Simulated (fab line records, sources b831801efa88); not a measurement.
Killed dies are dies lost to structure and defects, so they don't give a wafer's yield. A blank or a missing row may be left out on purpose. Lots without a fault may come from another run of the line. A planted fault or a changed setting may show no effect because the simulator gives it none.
fab line records | flow sky130
record lots=11 wafers=33 last_day=50
route steps=708 shown METAL3@563 VIA3@587 METAL4@598 PAD_OPEN@708
lots that met no fault: from a run of the same line without faults
start_h: hours from the record's first day to the start of the lot's first wafer shown | wait_h: hours since the lot's step before | " the same as in the row above | L1.1+2: a row that stands for several wafers | - no value, or no start given | * or withheld: withheld | < > ~ a bound
route shown NAME@n: a module of which the file shows steps, and the number in the route of the first | usual: mean/standard deviation of fault-free wafers | same: alike in all rows | chamber/n: place in a boat | sites: the reading at each site | _std_site: their standard deviation | _edge_site: outer sites' mean less inner sites' | radius_mm: how far each site lies from the wafer's centre | mask NAME#n: copy n | behind: the tool/chamber that last shaped the wafer | hold: why the lot was held/for how many hours/how that ended | device: the transistor (n, p or np) that didn't switch | end of line: the same wafers' tests at the end of the route | a step without rows: its recipe alone | killed: dies lost to structure and defects at the first sort, not the wafer's yield | map: a wafer's dies, x killed, . not, _ none there
set.NAME: the setting as run; set.NAME@STEP: as run at that earlier step | model.NAME: the simulator's own value behind a step, which no gauge read
steps of the route over a sample of lots; a table a step, a row a wafer
services: from which hour (start_h, from the record's first day; less than 0 if before it) a tool's chamber was out of use, for how many hours, and why
## steps
# step SKY_METAL3_CD_MEAS_13
# recipe target_cd_nm=300
# usual cd_nm=299.4/1.6
# columns lot.wafer tool chamber start_h wait_h cd_nm
L216.1 cd_sem-02 - 898.86 - 299.9
L216.5 " - " " 299.2
L216.6 " - " " 299.5
L217.2 cd_sem-02 - 906.05 - 298.8
L217.4 " - " " 297.1
L217.6 " - " " 297.5
L218.1 cd_sem-01 - 919.18 - 298.0
L218.4 " - " " 299.3
L218.5 " - " " 298.3
L219.1 cd_sem-02 - 923.93 - 300.0
L219.2 " - " " 299.2
L219.3 " - " " 300.5
L221.2 cd_sem-01 - 943.00 - 300.4
L221.3 " - " " 300.6
L221.4 " - " " 299.8
L222.1 cd_sem-01 - 948.48 - 299.8
L222.3 " - " " 298.9
L222.5 " - " " 300.1
L225.1 cd_sem-01 - 962.87 - 297.7
L225.2 " - " " 299.3
L225.6 " - " " 298.3
L229.1 cd_sem-02 - 989.23 - 300.7
L229.2 " - " " 301.3
L229.5 " - " " 302.3
L230.4 cd_sem-01 - 1000.28 - 304.0
L230.5 " - " " 303.1
L230.6 " - " " 303.1
L232.2 cd_sem-01 - 1023.69 - 299.8
L232.3 " - " " 299.2
L232.4 " - " " 300.5
L239.2 cd_sem-01 - 1058.49 - 300.5
L239.4 " - " " 300.3
L239.6 " - " " 301.1
# step SKY_METAL3_OVL_MEAS_14
# usual METAL3_OVL=1/4.9
# columns lot.wafer tool chamber start_h wait_h METAL3_OVL[nm]
L216.1 overlay-01 - 898.98 0.1 -3
L216.5 " - " " 3
L216.6 " - " " -4
L217.2 overlay-02 - 906.16 0.1 13
L217.4 " - " " 9
L217.6 " - " " 11
L218.1 overlay-02 - 919.30 0.1 5
L218.4 " - " " 6
L218.5 " - " " 4
L219.1 overlay-01 - 924.05 0.1 4
L219.2 " - " " 2
L219.3 " - " " 3
L221.2 overlay-02 - 943.10 0.1 0
L221.3 " - " " 2
L221.4 " - " " 4
L222.1 overlay-02 - 948.60 0.1 1
L222.3 " - " " -3
L222.5 " - " " -2
L225.1 overlay-01 - 962.99 0.1 4
L225.2 " - " " 12
L225.6 " - " " 6
L229.1 overlay-01 - 989.35 0.1 2
L229.2 " - " " 6
L229.5 " - " " 3
L230.4 overlay-02 - 1000.35 0.1 3
L230.5 " - " " 3
L230.6 " - " " 6
L232.2 overlay-01 - 1023.79 0.1 -3
L232.3 " - " " -2
L232.4 " - " " -6
L239.2 overlay-01 - 1058.59 0.1 10
L239.4 " - " " 3
L239.6 " - " " 4
# step SKY_VIA3_ETCH_14
# recipe chemistry=N2/H2 target=BARC ion_energy_ev=200 source_w=500 bias_w=100 pressure_mtorr=30 n2_flow_sccm=100 h2_flow_sccm=200 stop_on=SiO2 time_s=45.9 target_depth_a=600
# usual drypump_motor_current_A=5.8/0.5 oes_product_au=0.854/0.0042 run_length_s=74.2/0.5 throttle_valve_pct=13.224/0.0099
# columns lot.wafer tool chamber start_h wait_h drypump_motor_current_A oes_product_au rf_hours_counter_h run_length_s throttle_valve_pct
L216.1 rie_diel-01 1 925.30 0.0 5.3 0.853 8 73.6 13.219
L216.5 " 2 " " 5.4 0.854 - 73.9 13.234
L216.6 " 1 " " 5.3 0.853 - 73.7 13.228
L217.2 rie_diel-02 2 932.54 0.0 5.9 0.865 20 74.6 13.225
L217.4 " 0 " " 6.0 0.852 3 74.9 13.223
L217.6 " 0 " " 6.0 0.852 - 75.0 13.218
L218.1 rie_diel-03 3 945.72 0.0 6.6 0.855 21 73.5 13.216
L218.4 " 0 " " 6.3 0.843 7 74.9 13.228
L218.5 " 0 " " 6.3 0.851 - 74.5 13.229
L219.1 rie_diel-01 2 950.97 0.0 5.4 0.853 19 74.0 13.221
L219.2 " 3 " " 6.5 0.849 20 74.7 13.225
L219.3 " 0 " " 5.9 0.850 26 74.0 13.214
L221.2 rie_diel-01 2 969.74 0.0 5.4 0.857 20 73.8 13.232
L221.3 " 1 " " 5.3 0.853 9 73.7 13.227
L221.4 " 2 " " 5.4 0.857 - 74.0 13.220
L222.1 rie_diel-02 0 975.49 0.0 5.9 0.857 4 74.6 13.231
L222.3 " 1 " " 6.0 0.861 7 73.6 13.217
L222.5 " 1 " " 6.0 0.855 - 73.9 13.221
L225.1 rie_diel-03 1 989.17 0.0 4.9 0.858 12 74.0 13.254
L225.2 " 2 " " 5.8 0.853 23 73.7 13.213
L225.6 " 1 " " 4.9 0.856 - 74.6 13.223
L229.1 rie_diel-01 1 1013.99 0.0 5.3 0.850 10 73.4 13.236
L229.2 " 3 " " 6.5 0.855 21 74.6 13.222
L229.5 " 3 " " 6.5 0.863 - 74.5 13.218
L230.4 rie_diel-02 2 1025.79 0.0 5.9 0.847 23 74.7 13.218
L230.5 " 3 " " 5.6 0.853 - 74.0 13.216
L230.6 " 2 " " 5.9 0.854 - 74.5 13.220
L232.2 rie_diel-01 3 1047.30 0.0 6.6 0.858 23 74.7 13.231
L232.3 " 0 " " 5.9 0.849 1 74.6 13.234
L232.4 " 1 " " 5.3 0.983 12 65.9 13.236
L239.2 rie_diel-03 1 1081.12 0.0 4.9 0.850 15 74.7 13.223
L239.4 " 0 " " 6.3 0.858 12 75.3 13.222
L239.6 " 3 " " 6.6 0.862 - 74.0 13.232
# step SKY_VIA3_STRIP_16
# recipe chemistry=O2/N2 power_w=1400 pressure_mtorr=1500 platen_temp_c=withheld o2_flow_sccm=3000 n2_flow_sccm=300 overash_fraction=0.5
# usual drypump_motor_current_A=5.52/0.24 oes_product_au=0.402/0.0047 strip_time_to_endpoint_s=4.133/0.028
# same overash_fraction=0.5
# columns lot.wafer tool chamber start_h wait_h drypump_motor_current_A oes_product_au rf_hours_counter_h strip_time_to_endpoint_s
L216.1 plasma_asher-02 1 925.40 0.0 5.71 0.402 113 4.134
L216.5 " 0 " " 5.39 0.399 - 4.089
L216.6 " 1 " " 5.75 0.399 - 4.128
L217.2 plasma_asher-03 1 932.64 0.0 5.91 0.404 48 4.149
L217.4 " 1 " " 5.91 0.408 - 4.127
L217.6 " 0 " " 5.19 0.402 - 4.135
L218.1 plasma_asher-03 0 945.82 0.0 5.21 0.397 49 4.156
L218.4 " 0 " " 5.21 0.402 - 4.162
L218.5 " 1 " " 5.90 0.400 - 4.166
L219.1 plasma_asher-03 0 951.07 0.0 5.21 0.405 50 4.099
L219.2 " 1 " " 5.89 0.402 50 4.115
L219.3 " 1 " " 5.88 0.407 - 4.124
L221.2 plasma_asher-03 1 969.84 0.0 5.91 0.398 52 4.109
L221.3 " 0 " " 5.21 0.397 - 4.115
L221.4 " 1 " " 5.95 0.401 - 4.108
L222.1 plasma_asher-02 1 975.59 0.0 5.72 0.400 118 4.141
L222.3 " 1 " " 5.74 0.405 - 4.135
L222.5 " 0 " " 5.37 0.404 - 4.158
L225.1 plasma_asher-02 0 989.27 0.0 5.37 0.410 119 4.072
L225.2 " 1 " " 5.70 0.399 119 4.167
L225.6 " 1 " " 5.70 0.402 - 4.096
L229.1 plasma_asher-03 1 1014.09 0.0 5.92 0.408 57 4.146
L229.2 " 0 " " 5.21 0.405 57 4.161
L229.5 " 1 " " 5.92 0.410 - 4.124
L230.4 plasma_asher-01 1 1025.92 0.1 5.48 0.404 - 4.139
L230.5 " 0 " " 5.52 0.409 - 4.111
L230.6 " 1 " " 5.44 0.407 - 4.130
L232.2 plasma_asher-01 1 1047.41 0.0 5.40 0.401 30 4.125
L232.3 " 0 " " 5.54 0.404 - 4.094
L232.4 " 1 " " 5.40 0.398 - 4.223
L239.2 plasma_asher-01 0 1081.22 0.0 5.54 0.406 34 4.123
L239.4 " 1 " " 5.41 0.410 - 4.137
L239.6 " 1 " " 5.45 0.395 - 4.151
# step SKY_METAL4_SPUTTER_00
# recipe material=Ti target_thk_nm=15 power_w=3000 time_s=10 chamber_pressure_pa=0.4
# usual throttle_valve_pct=30.5/0.75
# columns lot.wafer tool chamber start_h wait_h throttle_valve_pct
L216.1 pvd_sputter-03 - 926.70 0.1 30.4
L216.5 " - " " 30.7
L216.6 " - " " 30.2
L217.2 pvd_sputter-03 - 933.90 0.2 30.2
L217.4 " - " " 30.4
L217.6 " - " " 30.3
L218.1 pvd_sputter-03 - 947.08 0.2 31.0
L218.4 " - " " 30.2
L218.5 " - " " 31.0
L219.1 pvd_sputter-04 - 952.33 0.1 30.6
L219.2 " - " " 29.2
L219.3 " - " " 30.9
L221.2 pvd_sputter-03 - 974.39 0.1 30.9
L221.3 " - " " 30.5
L221.4 " - " " 30.6
L222.1 pvd_sputter-04 - 976.85 0.2 30.3
L222.3 " - " " 29.4
L222.5 " - " " 32.3
L225.1 pvd_sputter-04 - 990.53 0.1 29.4
L225.2 " - " " 30.6
L225.6 " - " " 28.9
L229.1 pvd_sputter-03 - 1015.42 0.2 30.8
L229.2 " - " " 30.8
L229.5 " - " " 30.4
L230.4 pvd_sputter-02 - 1027.15 0.1 29.9
L230.5 " - " " 29.4
L230.6 " - " " 30.0
L232.2 pvd_sputter-04 - 1048.67 0.1 32.1
L232.3 " - " " 29.2
L232.4 " - " " 30.3
L239.2 pvd_sputter-02 - 1082.87 0.2 30.1
L239.4 " - " " 31.4
L239.6 " - " " 31.5
# step SKY_PAD_OPEN_PROBE_99
# usual defect_limited_yield=82.3/1.9 killed_at_M0_to_M3=45/6.6 killed_at_M4_up=3.1/1.6 killed_at_contacts=24/5 killed_at_front_end=14/4.4 killed_at_other=0.3/0.58 killed_dies=87/9.2 killed_open=47/6.7 killed_short=40/6.4 sort_bin_3_pad_short=0.9/0.5 sort_bin_5_function=10.4/1.6 sort_bin_6_memory=6.4/1.1 sort_n_pass=405/9.1 sort_yield_pct=82.3/1.9
# same gross_dies=492 killed_at_back_side=0 sort_bin_4_leakage[%]=0 sort_bin_8_speed[%]=0
# columns lot.wafer tool chamber start_h wait_h defect_limited_yield[%] killed_at_M0_to_M3 killed_at_M4_up killed_at_contacts killed_at_front_end killed_at_other killed_dies killed_open killed_short sort_bin_3_pad_short[%] sort_bin_5_function[%] sort_bin_6_memory[%] sort_n_pass sort_yield_pct[%]
L230.4 prober-01 - 1155.06 0.2 80.9 54 2 27 11 0 94 52 42 1.6 12.2 5.3 398 80.9
L230.5 prober-01 - 1155.11 0.2 83.5 46 3 22 9 1 81 41 40 0.8 11.0 4.7 411 83.5
L230.6 prober-01 - 1155.16 0.2 82.9 45 4 23 12 0 84 42 41 1.2 9.6 6.3 408 82.9
L232.2 prober-01 - 1171.40 0.1 83.7 37 7 26 10 0 80 38 42 0.6 11.0 4.7 412 83.7
L232.4 prober-01 - 1171.50 0.2 79.7 55 6 28 11 0 100 44 52 1.0 12.8 6.5 392 79.7
# killed by level:class
L230.4 VIA1:geometric_particle:open=12 CONTACT:geometric_particle:open=9 VIA2:geometric_particle:open=9 LOCAL_INTERCONNECT:geometric_particle:short=7 VIA3:geometric_particle:open=7 METAL1:geometric_particle:short=5 METAL2:geometric_particle:short=5 VIA2:geometric_particle:short=5
L230.5 VIA1:geometric_particle:open=12 CONTACT:geometric_particle:open=8 VIA2:geometric_particle:open=8 CONTACT:geometric_particle:short=7 VIA1:geometric_particle:short=5 VIA2:geometric_particle:short=5 METAL2:geometric_particle:short=4 METAL1:geometric_particle:short=4
L230.6 VIA1:geometric_particle:open=8 CONTACT:geometric_particle:open=8 METAL3:geometric_particle:short=8 LI_CONTACT:geometric_particle:open=7 VIA2:geometric_particle:open=5 VIA3:geometric_particle:open=5 POLY_GATE:geometric_particle:short=4 VIA1:geometric_particle:short=4
L232.2 CONTACT:geometric_particle:open=10 VIA1:geometric_particle:short=6 VIA3:geometric_particle:open=6 METAL4:geometric_particle:short=6 LI_CONTACT:geometric_particle:open=5 METAL2:geometric_particle:short=5 VIA2:geometric_particle:open=5 CONTACT:geometric_particle:short=4
L232.4 VIA2:geometric_particle:open=10 METAL2:geometric_particle:short=9 CONTACT:geometric_particle:open=8 VIA1:geometric_particle:short=7 LI_CONTACT:geometric_particle:open=6 VIA1:geometric_particle:open=6 CONTACT:geometric_particle:short=5 VIA2:geometric_particle:short=5
## services
# columns tool chamber start_h hours kind
rie_diel-02 0 917.57 8.9 repair
rie_diel-02 1 918.77 6.3 repair
rie_diel-03 0 920.99 1.3 repair
pvd_sputter-02 - 927.37 2.5 repair
rie_diel-01 - 931.47 2.8 pm
rie_diel-02 1 938.60 4.0 repair
rie_diel-01 1 946.12 9.6 repair
rie_diel-01 3 968.76 23.0 repair
rie_diel-02 2 973.59 2.8 repair
pvd_sputter-04 3 977.00 - consumable_replace:kit
pvd_sputter-03 - 988.11 1.3 repair
plasma_asher-02 - 994.87 15.6 pm
rie_diel-01 0 996.04 - clean
rie_diel-01 0 996.04 27.4 scheduled_down
rie_diel-01 0 996.04 27.4 vent_cycle
rie_diel-01 1 998.93 12.6 repair
rie_diel-03 1 1023.22 2.4 repair
plasma_asher-03 - 1041.45 12.4 repair
plasma_asher-02 - 1055.25 9.0 pm
pvd_sputter-03 1 1060.71 - consumable_replace:kit
pvd_sputter-03 1 1060.71 18.0 scheduled_down
pvd_sputter-03 1 1060.71 18.0 vent_cycle
rie_diel-02 2 1063.00 4.6 repair
pvd_sputter-03 - 1080.38 7.8 repair
## key
first_sign step=SKY_VIA3_ETCH_14 reading=oes_product_au direction=up sigmas=31 usual=0.854 struck=0.983
effect step=SKY_VIA3_ETCH_14 reading=run_length_s direction=down sigmas=16 usual=* struck=*
effect step=SKY_VIA3_STRIP_16 reading=strip_time_to_endpoint_s direction=up sigmas=3.2 usual=* struck=*
met_at SKY_VIA3_ETCH_14
struck_lots L232
struck_wafers L232.4
not_acting_at SKY_METAL3_CD_MEAS_13,SKY_METAL3_OVL_MEAS_14,SKY_METAL4_SPUTTER_00
onset_between 1013.99 1047.30
fault kind=process_parameter_drift tool=rie_diel-01 chamber=- onset_h=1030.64 steps=SKY_VIA3_ETCH_14 channel=time_s offset=* shape=step end_h=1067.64 scope=struck_wafers_only acts_in=* stated=*
